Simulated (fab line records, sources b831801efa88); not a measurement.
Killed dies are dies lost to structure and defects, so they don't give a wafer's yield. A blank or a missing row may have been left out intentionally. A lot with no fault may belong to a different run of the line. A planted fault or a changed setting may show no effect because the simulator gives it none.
Which of the tools did it?	flow gf180mcu	72 wafers from 24 lots sampled at 6 of the route's 602 steps

WHAT THE GAUGES SHOWED, per wafer
The record holds no reading of a measuring or inspecting step that can be judged against a usual standard deviation.

EACH LOT AND THE TOOL THAT RAN IT (in order: tool; ch and the chambers of the sampled wafers; start)
lot	GF_V3_SPUTTER_22	GF_M4_SPUTTER_01	GF_M4_SPUTTER_04	GF_M4_METAL_ETCH_16	GF_M5_STRIP_11	GF_V5_CVD_02
L074	pvd-sputter-01, day 22 09:00	pvd-sputter-02, day 22 09:44	pvd-sputter-02, day 22 09:49	rie-metal-03 ch 0,1, day 23 09:00	plasma-asher-01 ch 0, day 26 05:41	pecvd-03 ch 0,2, day 26 06:20
L075	pvd-sputter-01, day 22 15:04	pvd-sputter-02, day 22 15:47	pvd-sputter-02, day 22 15:52	rie-metal-03 ch 0,1, day 23 14:17	plasma-asher-04 ch 0,1, day 26 11:41	pecvd-02 ch 0,1,2, day 26 12:20
L076	pvd-sputter-04, day 23 04:50	pvd-sputter-02, day 23 05:34	pvd-sputter-02, day 23 05:39	rie-metal-03 ch 0,1, day 24 04:14	plasma-asher-01 ch 0,1, day 26 23:46	pecvd-02 ch 0, day 27 00:23
L077	pvd-sputter-04, day 23 12:07	pvd-sputter-02, day 23 12:51	pvd-sputter-02, day 23 12:56	rie-metal-04 ch 0,1, day 24 11:34	plasma-asher-04 ch 0,1, day 27 06:46	pecvd-04 ch 0,1, day 27 07:26
L078	pvd-sputter-01, day 23 19:44	pvd-sputter-02, day 23 20:28	pvd-sputter-02, day 23 20:32	rie-metal-04 ch 0,1, day 24 18:53	plasma-asher-01 ch 0,1, day 27 13:16	pecvd-03 ch 0,1, day 27 13:55
L079	pvd-sputter-01, day 24 13:32	pvd-sputter-01, day 24 14:16	pvd-sputter-01, day 24 14:20	rie-metal-01 ch 0,1, day 25 12:30	plasma-asher-01 ch 0,1, day 28 06:01	pecvd-04 ch 0,1,2, day 28 06:40
L080	pvd-sputter-04, day 24 20:14	pvd-sputter-02, day 24 20:58	pvd-sputter-02, day 24 21:02	rie-metal-01 ch 0,1, day 25 18:11	plasma-asher-04 ch 0, day 28 10:53	pecvd-04 ch 1,2, day 28 11:34
L081	pvd-sputter-03, day 24 22:04	pvd-sputter-02, day 24 22:52	pvd-sputter-02, day 24 22:58	rie-metal-03 ch 0,1, day 25 20:19	plasma-asher-02 ch 0,1, day 28 12:40	pecvd-03 ch 0,2, day 28 13:19
L082	pvd-sputter-04, day 25 08:47	pvd-sputter-01, day 25 09:31	pvd-sputter-01, day 25 09:35	rie-metal-04 ch 0, day 26 06:34	plasma-asher-01 ch 0,1, day 28 23:07	pecvd-03 ch 0,1,2, day 28 23:49
L083	pvd-sputter-04, day 25 12:48	pvd-sputter-01, day 25 13:32	pvd-sputter-01, day 25 13:37	rie-metal-04 ch 0,1, day 26 10:38	plasma-asher-02 ch 0,1, day 29 02:59	pecvd-03 ch 0,1,2, day 29 03:36
L084	pvd-sputter-03, day 25 23:31	pvd-sputter-01, day 26 00:14	pvd-sputter-01, day 26 00:19	rie-metal-01 ch 1, day 26 21:00	plasma-asher-02 ch 0,1, day 29 11:49	pecvd-02 ch 1,2, day 29 12:30
L085	pvd-sputter-04, day 26 04:13	pvd-sputter-02, day 26 04:57	pvd-sputter-02, day 26 05:02	rie-metal-04 ch 0,1, day 27 01:47	plasma-asher-01 ch 0,1, day 29 15:46	pecvd-04 ch 0,1, day 29 16:26
L086	pvd-sputter-04, day 26 09:34	pvd-sputter-03, day 26 10:18	pvd-sputter-03, day 26 10:23	rie-metal-04 ch 0,1, day 27 06:49	plasma-asher-01 ch 0,1, day 29 21:03	pecvd-04 ch 0,2, day 29 21:44
L087	pvd-sputter-04, day 27 02:52	pvd-sputter-01, day 27 03:35	pvd-sputter-01, day 27 03:41	rie-metal-01 ch 0,1, day 27 23:23	plasma-asher-01 ch 1, day 30 13:20	pecvd-02 ch 0,1,2, day 30 14:01
L088	pvd-sputter-01, day 27 05:59	pvd-sputter-03, day 27 06:43	pvd-sputter-03, day 27 06:48	rie-metal-04 ch 0,1, day 28 02:46	plasma-asher-02 ch 0,1, day 30 14:56	pecvd-02 ch 0,2, day 30 15:35
L089	pvd-sputter-01, day 27 12:04	pvd-sputter-01, day 27 12:55	pvd-sputter-01, day 27 12:59	rie-metal-03 ch 0,1, day 28 08:35	plasma-asher-04 ch 0,1, day 30 20:15	pecvd-02 ch 1,2, day 30 20:55
L090	pvd-sputter-01, day 27 16:25	pvd-sputter-03, day 27 17:16	pvd-sputter-03, day 27 17:20	rie-metal-04 ch 0,1, day 28 13:23	plasma-asher-04 ch 0,1, day 30 23:26	pecvd-02 ch 0,1,2, day 31 00:04
L091	pvd-sputter-03, day 28 02:54	pvd-sputter-03, day 28 03:51	pvd-sputter-03, day 28 03:56	rie-metal-01 ch 0,1, day 28 23:53	plasma-asher-01 ch 0,1, day 31 10:32	pecvd-04 ch 0,1,2, day 31 11:13
L092	pvd-sputter-03, day 28 14:49	pvd-sputter-02, day 28 15:33	pvd-sputter-02, day 28 15:38	rie-metal-03 ch 0, day 29 11:01	plasma-asher-01 ch 0,1, day 31 20:06	pecvd-02 ch 0,1,2, day 31 20:47
L093	pvd-sputter-03, day 28 22:08	pvd-sputter-02, day 28 22:55	pvd-sputter-02, day 28 22:59	rie-metal-03 ch 0, day 29 17:10	plasma-asher-01 ch 0,1, day 32 02:01	pecvd-02 ch 0,2, day 32 02:44
L094	pvd-sputter-04, day 29 03:44	pvd-sputter-02, day 29 04:28	pvd-sputter-02, day 29 04:33	rie-metal-04 ch 0, day 29 23:47	plasma-asher-02 ch 0,1, day 32 08:33	pecvd-02 ch 0,1, day 32 09:11
L095	pvd-sputter-03, day 29 07:08	pvd-sputter-03, day 29 07:53	pvd-sputter-03, day 29 07:58	rie-metal-01 ch 0,1, day 30 02:20	plasma-asher-01 ch 0,1, day 32 10:24	pecvd-03 ch 1,2, day 32 11:05
L097	pvd-sputter-03, day 29 19:56	pvd-sputter-01, day 29 20:41	pvd-sputter-01, day 29 20:46	rie-metal-04 ch 0,1, day 30 14:57	plasma-asher-04 ch 0,1, day 32 22:51	pecvd-02 ch 0,1,2, day 32 23:30
L096	pvd-sputter-01, day 29 22:35	pvd-sputter-03, day 29 23:19	pvd-sputter-03, day 29 23:24	rie-metal-04 ch 0,1, day 30 17:26	plasma-asher-02 ch 0,1, day 33 00:13	pecvd-03 ch 0,1, day 33 00:52
- GF_V3_SPUTTER_22: material TiN, target thk 10 nm, time 40 s.
- GF_M4_SPUTTER_01: material TiN, target thk 30 nm, time 25 s.
- GF_M4_SPUTTER_04: material TiN, target thk 50 nm, time 41.7 s.
- GF_M4_METAL_ETCH_16: etches the open film in Cl2/BCl3, stops on SiO2, target depth 750.8 nm, time 125.1 s.
- GF_M5_STRIP_11: strips in O2/N2.
- GF_V5_CVD_02: deposits SiO2 from TEOS, target thk 1450 nm, time 163.28 s.

AS READ BY THE TOOLS THEMSELVES (means over the sampled wafers that have a number; for cases with no such wafer, the mark the record gives instead)
GF_V3_SPUTTER_22.
lot	tool	throttle-valve-pct (%)
L074	pvd-sputter-01	30.6
L075	pvd-sputter-01	30.4
L076	pvd-sputter-04	29.1
L077	pvd-sputter-04	29.3
L078	pvd-sputter-01	30.3
L079	pvd-sputter-01	30.4
L080	pvd-sputter-04	29.6
L081	pvd-sputter-03	29.6
L082	pvd-sputter-04	29.2
L083	pvd-sputter-04	29.9
L084	pvd-sputter-03	30.0
L085	pvd-sputter-04	30.0
L086	pvd-sputter-04	29.1
L087	pvd-sputter-04	29.8
L088	pvd-sputter-01	30.5
L089	pvd-sputter-01	30.5
L090	pvd-sputter-01	30.6
L091	pvd-sputter-03	29.5
L092	pvd-sputter-03	29.6
L093	pvd-sputter-03	30.3
L094	pvd-sputter-04	30.6
L095	pvd-sputter-03	29.7
L097	pvd-sputter-03	29.5
L096	pvd-sputter-01	30.8

GF_M4_SPUTTER_01.
lot	tool	throttle-valve-pct (%)
L074	pvd-sputter-02	30.0
L075	pvd-sputter-02	30.1
L076	pvd-sputter-02	30.8
L077	pvd-sputter-02	30.9
L078	pvd-sputter-02	30.2
L079	pvd-sputter-01	30.4
L080	pvd-sputter-02	30.3
L081	pvd-sputter-02	30.3
L082	pvd-sputter-01	29.9
L083	pvd-sputter-01	31.0
L084	pvd-sputter-01	30.1
L085	pvd-sputter-02	30.8
L086	pvd-sputter-03	30.1
L087	pvd-sputter-01	30.8
L088	pvd-sputter-03	30.0
L089	pvd-sputter-01	30.1
L090	pvd-sputter-03	29.1
L091	pvd-sputter-03	29.7
L092	pvd-sputter-02	30.8
L093	pvd-sputter-02	30.0
L094	pvd-sputter-02	30.7
L095	pvd-sputter-03	30.0
L097	pvd-sputter-01	30.9
L096	pvd-sputter-03	29.3

GF_M4_SPUTTER_04.
lot	tool	throttle-valve-pct (%)
L074	pvd-sputter-02	30.0
L075	pvd-sputter-02	30.0
L076	pvd-sputter-02	30.8
L077	pvd-sputter-02	31.1
L078	pvd-sputter-02	29.9
L079	pvd-sputter-01	30.2
L080	pvd-sputter-02	30.3
L081	pvd-sputter-02	30.3
L082	pvd-sputter-01	29.9
L083	pvd-sputter-01	30.8
L084	pvd-sputter-01	30.1
L085	pvd-sputter-02	30.6
L086	pvd-sputter-03	30.1
L087	pvd-sputter-01	30.7
L088	pvd-sputter-03	30.0
L089	pvd-sputter-01	30.0
L090	pvd-sputter-03	28.8
L091	pvd-sputter-03	29.6
L092	pvd-sputter-02	30.9
L093	pvd-sputter-02	30.1
L094	pvd-sputter-02	30.9
L095	pvd-sputter-03	30.1
L097	pvd-sputter-01	30.7
L096	pvd-sputter-03	29.5

GF_M4_METAL_ETCH_16.
lot	tool	drypump-motor-current-A (A)	oes-product-au (a.u.)	throttle-valve-pct (%)
L074	rie-metal-03	6.3	0.986	28.237
L075	rie-metal-03	6.3	0.986	28.231
L076	rie-metal-03	6.3	0.982	28.231
L077	rie-metal-04	5.8	0.982	28.239
L078	rie-metal-04	6.0	0.986	28.233
L079	rie-metal-01	5.8	0.994	28.219
L080	rie-metal-01	5.8	0.997	28.221
L081	rie-metal-03	6.1	0.988	28.236
L082	rie-metal-04	6.1	0.992	28.232
L083	rie-metal-04	6.0	0.994	28.227
L084	rie-metal-01	5.2	0.993	28.233
L085	rie-metal-04	5.8	0.984	28.229
L086	rie-metal-04	5.8	0.981	28.237
L087	rie-metal-01	5.5	0.987	28.234
L088	rie-metal-04	6.0	0.989	28.236
L089	rie-metal-03	6.3	0.990	28.232
L090	rie-metal-04	5.8	0.985	28.234
L091	rie-metal-01	5.5	0.987	28.230
L092	rie-metal-03	6.5	0.991	28.227
L093	rie-metal-03	6.5	0.993	28.233
L094	rie-metal-04	6.1	0.995	28.226
L095	rie-metal-01	5.9	0.990	28.240
L097	rie-metal-04	6.0	0.984	28.230
L096	rie-metal-04	6.0	0.992	28.225

GF_M5_STRIP_11.
lot	tool	drypump-motor-current-A (A)	heater-power-w (W)	oes-product-au (a.u.)	strip-time-to-endpoint-s (s)
L074	plasma-asher-01	5.6	352	0.524	7.05
L075	plasma-asher-04	5.6	343	0.527	7.03
L076	plasma-asher-01	5.1	338	0.525	7.12
L077	plasma-asher-04	5.5	344	0.524	7.12
L078	plasma-asher-01	5.1	339	0.520	6.95
L079	plasma-asher-01	5.1	337	0.518	6.93
L080	plasma-asher-04	5.7	376	0.525	7.08
L081	plasma-asher-02	5.2	396	0.521	7.06
L082	plasma-asher-01	5.4	346	0.527	7.11
L083	plasma-asher-02	5.2	395	0.521	7.07
L084	plasma-asher-02	5.2	350	0.523	6.97
L085	plasma-asher-01	5.4	347	0.524	7.00
L086	plasma-asher-01	5.1	336	0.519	7.01
L087	plasma-asher-01	4.9	327	0.525	7.04
L088	plasma-asher-02	5.2	396	0.526	7.08
L089	plasma-asher-04	5.6	359	0.525	7.08
L090	plasma-asher-04	5.6	362	0.522	7.07
L091	plasma-asher-01	5.4	345	0.526	7.06
L092	plasma-asher-01	5.4	340	0.527	7.10
L093	plasma-asher-01	5.1	341	0.525	7.08
L094	plasma-asher-02	5.2	375	0.526	7.13
L095	plasma-asher-01	5.1	334	0.522	7.08
L097	plasma-asher-04	5.6	365	0.520	7.03
L096	plasma-asher-02	5.2	345	0.524	7.06

GF_V5_CVD_02.
lot	tool	heater-power-w (W)
L074	pecvd-03	629
L075	pecvd-02	700
L076	pecvd-02	691
L077	pecvd-04	602
L078	pecvd-03	694
L079	pecvd-04	708
L080	pecvd-04	687
L081	pecvd-03	578
L082	pecvd-03	655
L083	pecvd-03	570
L084	pecvd-02	589
L085	pecvd-04	720
L086	pecvd-04	578
L087	pecvd-02	696
L088	pecvd-02	615
L089	pecvd-02	632
L090	pecvd-02	583
L091	pecvd-04	704
L092	pecvd-02	676
L093	pecvd-02	614
L094	pecvd-02	689
L095	pecvd-03	708
L097	pecvd-02	613
L096	pecvd-03	687

THE ANSWER, worked out from the rows above alone
Rule: the lots themselves supply what counts as usual. Put in order of their means at a reading, lots are off if they are a third of the lots or fewer, leave a main group of 4 or more, and stand apart from it by a gap of 3 or more times the standard deviation of the main group's means; of several such gaps the widest counts. The tables above print the reading to a certain number of digits; a main group whose means all agree to those digits is not used. Also off: a lot with no number at a reading for which 4 or more lots have one. The other lots that the step has rows for count as sound. The gauges are gone through in route order, then the tools' own readings, and for those a lot's mean is taken as printed above. The first step at which some lot is off is used, and at that step the reading that is off furthest; a lot without a number counts as furthest.
Nothing can be told from this: no lot is off at any reading shown.

WHAT THE SIMULATOR HAD INSERTED
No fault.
